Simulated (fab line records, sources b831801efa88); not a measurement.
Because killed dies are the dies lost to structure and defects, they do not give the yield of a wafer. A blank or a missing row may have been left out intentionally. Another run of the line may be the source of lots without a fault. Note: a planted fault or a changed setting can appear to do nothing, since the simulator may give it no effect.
What tool caused it?	flow sky130	36 wafers from 12 lots sampled at 3 of the route's 708 steps

== WHAT THE GAUGES SHOWED, per wafer ==
SKY_RES_PROTECT_TW_MEAS_08.
lot	measured	on	POLY_GATE_TW
L159	day 15 17:05	filmMetro-04	4061 4047 4040
L160	day 15 18:34	filmMetro-01	4114 4105 4143
L161	day 15 22:56	filmMetro-01	4108 4117 4096
L165	day 17 07:50	filmMetro-02	4021 4015 4033
L170	day 19 09:43	filmMetro-02	3958 3969 3975
L171	day 19 14:38	filmMetro-01	4080 4085 4065
L172	day 20 03:25	filmMetro-01	4087 4116 4098
L175	day 20 19:30	filmMetro-01	4092 4063 4102
L176	day 21 03:53	filmMetro-01	4088 4076 4094
L179	day 22 08:35	filmMetro-04	4081 4084 4096
L181	day 22 20:43	filmMetro-04	4069 4054 4016
L182	day 23 11:05	filmMetro-04	4044 4058 4045

SKY_POLY_GATE_CD_MEAS_13: target cd 150 nm.
lot	measured	on	cdNm (nm)
L159	day 16 23:31	cdSem-01	148.9 148.7 148.9
L160	day 17 00:09	cdSem-02	151.8 151.8 151.2
L161	day 17 05:28	cdSem-02	151.1 150.1 149.7
L165	day 18 15:04	cdSem-01	151.7 151.2 151.3
L170	day 20 18:19	cdSem-01	150.5 151.4 150.2
L171	day 21 00:05	cdSem-01	148.7 149.4 148.7
L172	day 21 12:38	cdSem-01	151.2 152.8 151.7
L175	day 22 06:05	cdSem-01	149.6 149.7 149.0
L176	day 22 12:59	cdSem-01	150.7 150.2 149.8
L179	day 23 16:56	cdSem-02	149.4 149.7 148.8
L181	day 24 04:49	cdSem-01	151.4 150.5 151.4
L182	day 24 19:20	cdSem-02	150.5 150.7 150.1

== WHICH TOOL RAN EACH LOT (tool, then ch and the chambers of the sampled wafers, then the start) ==
lot	SKY_RES_PROTECT_STRIP_07
L159	plasmaAsher-01 ch 1, day 15 16:58
L160	plasmaAsher-02 ch 0,1, day 15 18:28
L161	plasmaAsher-03 ch 0,1, day 15 22:50
L165	plasmaAsher-01 ch 0, day 17 07:43
L170	plasmaAsher-03 ch 0,1, day 19 09:37
L171	plasmaAsher-01 ch 0,1, day 19 14:33
L172	plasmaAsher-03 ch 0,1, day 20 03:19
L175	plasmaAsher-02 ch 0,1, day 20 19:24
L176	plasmaAsher-01 ch 1, day 21 03:46
L179	plasmaAsher-01 ch 0,1, day 22 08:28
L181	plasmaAsher-02 ch 0,1, day 22 20:37
L182	plasmaAsher-03 ch 0,1, day 23 10:59
- SKY_RES_PROTECT_STRIP_07: strips in O2/N2.

== AS READ BY THE TOOLS THEMSELVES (means over the sampled wafers that have a number; for cases with no such wafer, the mark the record gives instead) ==
SKY_RES_PROTECT_STRIP_07.
lot	tool	drypumpMotorCurrentA (A)	o2FlowSccm (sccm)	oesProductAu (a.u.)	stripTimeToEndpointS (s)
L159	plasmaAsher-01	6.0	2999	0.520	23.31
L160	plasmaAsher-02	4.9	3008	0.515	23.26
L161	plasmaAsher-03	5.2	2999	0.516	23.28
L165	plasmaAsher-01	6.2	2989	0.516	23.20
L170	plasmaAsher-03	5.2	3000	0.520	23.23
L171	plasmaAsher-01	6.1	3006	0.521	23.33
L172	plasmaAsher-03	5.2	3006	0.518	23.25
L175	plasmaAsher-02	4.9	2998	0.520	23.31
L176	plasmaAsher-01	6.0	2997	0.513	23.24
L179	plasmaAsher-01	6.1	2999	0.514	23.34
L181	plasmaAsher-02	4.9	3004	0.519	23.29
L182	plasmaAsher-03	5.2	3003	0.515	23.28

== THE ANSWER, worked out from the rows above alone ==
Rule: what is usual is taken from the lots themselves. The widest of any qualifying gaps counts: lots, ordered by their means at a reading, are off when they make up no more than a third of the lots, leave a main group of 4 or more, and stand apart from it by 3 or more times the standard deviation of that group's means. If all means in a main group match to the digits the tables above print for the reading, that group is not used. A lot without any number at a reading at which 4 lots or more have one is off too. Where the step has rows for the other lots, those lots are counted as sound. Order of review: gauges by route order, followed by the tools' own readings, for which a lot's mean as printed above is used. At the first step where some lot is off, the reading lying furthest off is the one used; lots without a number count as furthest.
No lot is off at any reading shown: from this, nothing can be told.

== WHAT THE SIMULATOR HAD INSERTED ==
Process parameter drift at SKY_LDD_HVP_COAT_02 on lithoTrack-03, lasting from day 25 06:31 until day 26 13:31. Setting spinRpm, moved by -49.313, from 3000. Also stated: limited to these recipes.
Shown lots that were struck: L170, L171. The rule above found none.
